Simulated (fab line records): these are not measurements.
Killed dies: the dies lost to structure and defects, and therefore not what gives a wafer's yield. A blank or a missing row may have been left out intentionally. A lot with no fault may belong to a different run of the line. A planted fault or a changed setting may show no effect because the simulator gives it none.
A struck lot beside a sound one | flow sky130 | 43 steps out of a route of 708
Sound: these wafers, L860.1, L860.2, L860.3. Struck: wafers L875.1, L875.6. The cause is given at the end.
For every step that has rows: the tool of each side, followed by ch and its chambers, followed by its first start. Under that, the readings that differ: sound wafers | struck wafers | difference of the means | sigmas: that difference in standard deviations of wafers without a fault.
alike: words and numbers the same on both sides, and readings whose means are apart by under 2 such deviations; not compared: readings that were withheld, readings missing a value for some wafer, numbers with overlapping values and no deviation given by the record, and bounds like >300 which may hide the same value.
A row with sigmas, a row that says differs or no value, or rows on one side alone: a step with any of these is where the two part. When numbers do not overlap yet have no deviation, they are printed without sigmas and do not part them. Lack of a reading on every wafer of one side parts them only where that side has two or more wafers.

SKY_POLY_CUT_ETCH_10: etches BARC in N2/H2, stops on SiO2, time 45.9 s, target depth 60 nm.
  sound on rie-diel-04 ch 0,1,3, day 25 13:59; struck on rie-diel-01 ch 2,3, day 30 12:38
  alike: drypump-motor-current-A, oes-product-au, throttle-valve-pct
  not compared: rf-hours-counter-h
SKY_POLY_CUT_ETCH_11: etches Si3N4 in CF4/CH2F2/Ar, stops on poly-Si, time 42.5 s, target depth 60 nm.
  sound on rie-diel-04 ch 0,1,3, day 25 14:01; struck on rie-diel-01 ch 2,3, day 30 12:41
  alike: ch2f2-flow-sccm, drypump-motor-current-A, oes-product-au, throttle-valve-pct
  not compared: rf-hours-counter-h
SKY_POLY_CUT_STRIP_12: strips in O2/N2.
  sound on plasma-asher-01 ch 0,1, day 25 14:04; struck on plasma-asher-03 ch 0,1, day 30 12:43
  alike: drypump-motor-current-A, oes-product-au, strip-time-to-endpoint-s
  not compared: rf-hours-counter-h
then, 7 steps without rows for these wafers: SKY_SD_P_DEHYDRATE_00 (time 60 s); SKY_SD_P_HMDS_01 (prime time 60 s); SKY_SD_P_COAT_02 (resist thk 1140 nm); SKY_SD_P_SOFTBAKE_03 (time 60 s); SKY_SD_P_EXPOSE_04 (exposes mask PSDM, target cd 380 nm); SKY_SD_P_PEB_05; SKY_SD_P_DEVELOP_06 (develop time 60 s).
SKY_SD_P_CD_MEAS_07: target cd 380 nm.
  sound on cd-sem-02, day 26 18:40; struck on cd-sem-02, day 31 16:19
  alike: cd-nm
SKY_SD_P_OVL_MEAS_08:
  sound on overlay-02, day 26 18:47; struck on overlay-01, day 31 16:26
  alike: SD_P_OVL
SKY_SD_P_IMPLANT_09:
  sound on implanter-01 ch 0, day 26 18:50; struck on implanter-04 ch 0, day 31 16:28
  alike: end-station-pressure-torr
SKY_SD_P_STRIP_10: strips in O2/N2.
  sound on plasma-asher-03 ch 0,1, day 26 18:59; struck on plasma-asher-03 ch 0, day 31 16:37
  reading                      | sound             | struck      | difference | sigmas
  oes-product-au (a.u.)        | 0.621 0.616 0.623 | 0.631 0.640 | +0.015     | +4
  strip-time-to-endpoint-s (s) | 17.62 17.61 17.57 | 16.96 16.95 | -0.65      | -12
  alike: drypump-motor-current-A
  not compared: rf-hours-counter-h
SKY_SD_P_TW_MEAS_11:
  sound on film-metro-04, day 26 19:05; struck on film-metro-01, day 31 16:43
  reading | sound          | struck    | difference | sigmas
  SD_P_TW | 2785 2776 2791 | 2684 2685 | -100       | -2
then, 8 steps without rows for these wafers: SKY_RES_XHIGH_DEHYDRATE_00 (time 60 s); SKY_RES_XHIGH_HMDS_01 (prime time 60 s); SKY_RES_XHIGH_COAT_02 (resist thk 1140 nm); SKY_RES_XHIGH_SOFTBAKE_03 (time 60 s); SKY_RES_XHIGH_EXPOSE_04 (exposes mask URPM, target cd 1270 nm); SKY_RES_XHIGH_PEB_05; SKY_RES_XHIGH_DEVELOP_06 (develop time 60 s); SKY_RES_XHIGH_IMPLANT_07.
SKY_RES_XHIGH_STRIP_08: strips in O2/N2.
  sound on plasma-asher-04 ch 0,1, day 27 23:55; struck on plasma-asher-04 ch 0,1, day 32 20:19
  alike: drypump-motor-current-A, oes-product-au, strip-time-to-endpoint-s
  not compared: rf-hours-counter-h
SKY_RES_XHIGH_TW_MEAS_09:
  sound on film-metro-04, day 28 00:01; struck on film-metro-04, day 32 20:25
  alike: RES_XHIGH_TW
then, 7 steps without rows for these wafers: SKY_SD_N_DEHYDRATE_00 (time 60 s); SKY_SD_N_HMDS_01 (prime time 60 s); SKY_SD_N_COAT_02 (resist thk 1140 nm); SKY_SD_N_SOFTBAKE_03 (time 60 s); SKY_SD_N_EXPOSE_04 (exposes mask NSDM, target cd 380 nm); SKY_SD_N_PEB_05; SKY_SD_N_DEVELOP_06 (develop time 60 s).
SKY_SD_N_CD_MEAS_07: target cd 380 nm.
  sound on cd-sem-02, day 29 04:41; struck on cd-sem-02, day 33 23:23
  alike: cd-nm
SKY_SD_N_OVL_MEAS_08:
  sound on overlay-02, day 29 04:48; struck on overlay-01, day 33 23:30
  alike: SD_N_OVL
then, 3 steps without rows for these wafers: SKY_SD_N_IMPLANT_09; SKY_SD_N_IMPLANT_10; SKY_SD_N_STRIP_11 (strips in O2/N2).
SKY_SD_N_TW_MEAS_12:
  sound on film-metro-02, day 29 05:14; struck on film-metro-04, day 33 23:56
  alike: SD_N_TW
then, 1 step without rows for these wafers: SKY_SD_N_CLEAN_13 (cleans in SC1/SC2, time 150 s).
SKY_SD_N_RTA_14: time 2 s.
  sound on rtp-anneal-01 ch 0, day 29 05:21; struck on rtp-anneal-02 ch 0, day 34 00:03
  alike: lamp-power-pct, wafer_temp_C_max
SKY_SD_N_RS_MEAS_16: measurement is done with a four-point probe.
  sound on film-metro-01, day 29 05:31; struck on film-metro-01, day 34 00:13
  alike: SD_N_RS
SKY_SD_N_RS_MEAS_17: measurement is done with a four-point probe.
  sound on film-metro-01, day 29 05:38; struck on film-metro-01, day 34 00:20
  reading          | sound             | struck      | difference | sigmas
  SD_P_RS (ohm/sq) | 146.3 146.8 147.0 | 151.8 151.4 | +4.9       | +13
-- here the record skips 16 days between the struck wafers' starts before and after, leaving off in module SD_N and picking up in module PAD_OPEN (first step shown: number 708 of the route) --
SKY_PAD_OPEN_PROBE_99:
  sound on prober-01, day 46 16:14; struck on prober-02, day 50 00:50
  reading                                 | sound             | struck      | difference | sigmas
  killed-at-contacts                      | 28 39 34          | 17 23       | -14        | -3
  model.etest.licon-high-po.rc-ohm        | 324.8 333.6 343.9 | 757.2 806.9 | +447.9     |
  model.etest.res-high-po.line-ohm-um     | 718.2 748.9 751.1 | 1085 1148   | +377       |
  model.etest.res-pdiff.line-ohm-um       | 1322 1331 1315    | 1568 1531   | +227       |
  model.etest.pfet_01v8.r-on-ohm-um       | 2907 2896 2878    | 3014 2962   | +94        |
  model.etest.res-high-po.rs-ohm-sq-range | 7.679 6.009 7.657 | 130.2 150.2 | +133.1     |
  model.etest.pfet-g5v0d10v5.r-on-ohm-um  | 4686 4747 4741    | 4938 4899   | +194       |
  model.etest.res-high-po.rs-ohm-sq       | 255.7 259.2 263.8 | 383.2 407.5 | +135.8     |
  model.etest.licon-pdiff.rc-ohm          | 588.5 573.7 595.7 | 734.8 702.5 | +132.7     |
  alike: killed_at_M0_to_M3, killed_at_M4_up, killed-at-front-end, killed-at-other, killed-dies, killed-open, killed-short

== WHERE THEY PART ==
At SKY_SD_P_STRIP_10 first; at SKY_PAD_OPEN_PROBE_99 last (within this record only).

WHY: what the simulator had put in
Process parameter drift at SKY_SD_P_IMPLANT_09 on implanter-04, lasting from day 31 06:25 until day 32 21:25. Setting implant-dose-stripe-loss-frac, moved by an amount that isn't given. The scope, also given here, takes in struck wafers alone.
